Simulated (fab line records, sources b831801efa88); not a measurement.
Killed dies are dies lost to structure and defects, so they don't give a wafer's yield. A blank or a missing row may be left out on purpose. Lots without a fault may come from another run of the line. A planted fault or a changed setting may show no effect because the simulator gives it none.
One fault seen from 2 desks | flow sky130 | each desk has only its own numbers; what lay behind them comes last

THE METROLOGY DESK
What the gauges read, lot by lot, whatever tool the lot ran on: means of the sampled wafers that have a number. A lot is out of limits, marked OUT, if its mean lies more than 4 standard deviations from the usual mean; the brackets give that distance.
Columns: A = METAL2_ALCU_RS at SKY_METAL2_RS_MEAS_05, usual 0.1265 ohm/sq
lot  | first seen here | A
L437 | day 34 01:11    | 0.1247
L439 | day 34 12:04    | 0.1278
L440 | day 35 01:34    | 0.1272
L441 | day 35 14:02    | 0.1248
L444 | day 36 07:51    | 0.1261
L447 | day 37 09:13    | 0.1268
L448 | day 37 22:53    | 0.1243
L450 | day 38 10:59    | 0.1270
L452 | day 38 23:07    | 0.1280
L457 | day 40 09:43    | 0.1262
L460 | day 41 05:29    | 0.1266
This desk's finding: nothing out of limits on any of the 11 lots.

THE TOOL OWNER'S DESK: rie_metal-03
The tool's own readings at SKY_METAL4_METAL_ETCH_18 (etches the open film in Cl2/BCl3, stops on SiO2, target depth 845 nm, time 183.1 s): means of the sampled wafers that have a number, for each lot that ran on this tool. A lot is out of limits, marked OUT, if its mean lies more than 4 standard deviations from the usual mean; the brackets give that distance.
Columns: A = drypump_motor_current_A at SKY_METAL4_METAL_ETCH_18, usual 5.60 A; B = oes_product_au at SKY_METAL4_METAL_ETCH_18, usual 0.864 a.u.; C = throttle_valve_pct at SKY_METAL4_METAL_ETCH_18, usual 22.265 %
lot  | first seen here | A    | B     | C
L439 | day 42 06:41    | 5.61 | 0.868 | 22.274
L440 | day 42 15:23    | 5.64 | 0.866 | 22.262
L441 | day 43 04:40    | 5.59 | 0.863 | 22.261
L444 | day 43 17:58    | 5.64 | 0.869 | 22.268
L448 | day 45 05:59    | 5.63 | 0.843 | 22.268
L450 | day 45 13:47    | 5.62 | 0.849 | 22.267
L452 | day 46 02:13    | 5.63 | 0.843 | 22.265
This desk's finding: nothing out of limits on any of the 7 lots.

PUT TOGETHER
The metrology desk saw nothing out of limits.
The tool owner's desk saw nothing out of limits.

WHAT THE SIMULATOR HAD PUT IN
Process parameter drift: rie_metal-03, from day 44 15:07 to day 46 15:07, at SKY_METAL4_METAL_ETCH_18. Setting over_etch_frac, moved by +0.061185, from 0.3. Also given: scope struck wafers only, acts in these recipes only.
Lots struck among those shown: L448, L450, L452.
